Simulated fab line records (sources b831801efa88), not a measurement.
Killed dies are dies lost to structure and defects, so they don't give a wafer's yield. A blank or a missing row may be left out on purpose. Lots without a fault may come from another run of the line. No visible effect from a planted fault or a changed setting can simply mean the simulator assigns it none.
A struck lot beside a sound one / flow sky130 / 19 steps out of a route of 708
Sound: the wafers L768.2, L768.3, L768.6. Wafers L761.1, L761.4, L761.6 were the ones struck. Last of all comes the cause.
At each step with rows: each side's tool, then ch and its chambers, then its first start. Under that, the readings that differ: sound wafers / struck wafers / difference of the means / sigmas: that difference in standard deviations of wafers without a fault.
alike: readings whose means differ by less than 2 such deviations, and words and numbers that are the same on both sides. not compared: withheld readings, readings that some wafer has no value for, bounds like >300 that may hide the same value, and numbers for which the record gives no deviation and whose values overlap.
A row with sigmas, a row that says differs or no value, or rows on one side alone: a step with any of these is where the two part. Numbers that have no deviation but don't overlap get no sigmas and don't part them. A reading that every wafer of one side lacks parts them only if that side has two wafers or more.

first, 6 steps without rows for these wafers: SKY_VT_ADJUST_PCH_HMDS_01 (prime time 60 s); SKY_VT_ADJUST_PCH_COAT_02 (resist thk 3000 nm); SKY_VT_ADJUST_PCH_SOFTBAKE_03; SKY_VT_ADJUST_PCH_EXPOSE_04 (exposes mask NWM, target cd 840 nm); SKY_VT_ADJUST_PCH_PEB_05; SKY_VT_ADJUST_PCH_DEVELOP_06 (develop time 60 s).
SKY_VT_ADJUST_PCH_OVL_MEAS_07:
  sound on overlay-01 at day 17 01:36; struck on overlay-01 at day 14 20:40
  alike: VT_ADJUST_PCH_OVL
next, for these wafers, 1 step has no rows: SKY_VT_ADJUST_PCH_IMPLANT_08.
SKY_VT_ADJUST_PCH_STRIP_09: strips in O2/N2.
  sound on plasma asher-04 ch 0,1, day 17 01:47; struck on plasma asher-02 ch 0,1, day 14 20:51
reading=strip time to endpoint s (s); sound=37.83 37.90 37.81; struck=37.63 37.68 37.58; difference=-0.22; sigmas=-2
  alike: chamber pressure mTorr, drypump motor current A, oes product au
  not compared: rf hours counter h
SKY_VT_ADJUST_PCH_TW_MEAS_10:
  sound on film metro-04 at day 17 01:53; struck on film metro-01 at day 14 20:57
  alike: VT_ADJUST_PCH_TW
then, 2 steps without rows for these wafers: SKY_SONOS_TUNNEL_DEHYDRATE_00 (time 60 s); SKY_SONOS_TUNNEL_HMDS_01 (prime time 60 s).
SKY_SONOS_TUNNEL_COAT_02: resist thk 1140 nm.
  sound on litho track-01 ch 0, day 17 15:26; struck on litho track-01 ch 0, day 15 10:07
reading=spin speed rpm (rpm); sound=3000.1 2999.4 2998.8; struck=3100.4 3103.6 3101.5; difference=+102.4; sigmas=+45
reading=model.NOVOLAK_of_SONOS_TUNNEL_COAT_02.thk nm (nm); sound=1142 1142 1142; struck=1122 1126 1124; difference=-18; sigmas=
then, 3 steps without rows for these wafers: SKY_SONOS_TUNNEL_SOFTBAKE_03 (time 60 s); SKY_SONOS_TUNNEL_EXPOSE_04 (exposes mask TUNM, target cd 410 nm); SKY_SONOS_TUNNEL_PEB_05.
SKY_SONOS_TUNNEL_DEVELOP_06: develop time 60 s.
  sound on litho track-02 ch 0, day 18 06:28; struck on litho track-02 ch 0, day 16 00:06
reading=model.NOVOLAK_of_SONOS_TUNNEL_COAT_02.thk nm (nm); sound=1142 1141 1142; struck=1122 1125 1124; difference=-18; sigmas=
SKY_SONOS_TUNNEL_CD_MEAS_07 targets a cd of 410 nm.
  sound on cd sem-02 at day 18 06:37; struck on cd sem-02 at day 16 00:15
  alike: cd nm
-- here the record skips 33 days between the struck wafers' starts before and after, leaving off in module SONOS_TUNNEL and picking up in module PAD_OPEN (first step shown: number 708 of the route) --
SKY_PAD_OPEN_PROBE_99:
  rows exist in the record for the struck wafers here (prober-02, day 49 00:28), but not for the sound ones

WHERE THEY PART
At SKY_VT_ADJUST_PCH_STRIP_09 first; at SKY_PAD_OPEN_PROBE_99 last (within this record only).

WHY: whatever the simulator had introduced
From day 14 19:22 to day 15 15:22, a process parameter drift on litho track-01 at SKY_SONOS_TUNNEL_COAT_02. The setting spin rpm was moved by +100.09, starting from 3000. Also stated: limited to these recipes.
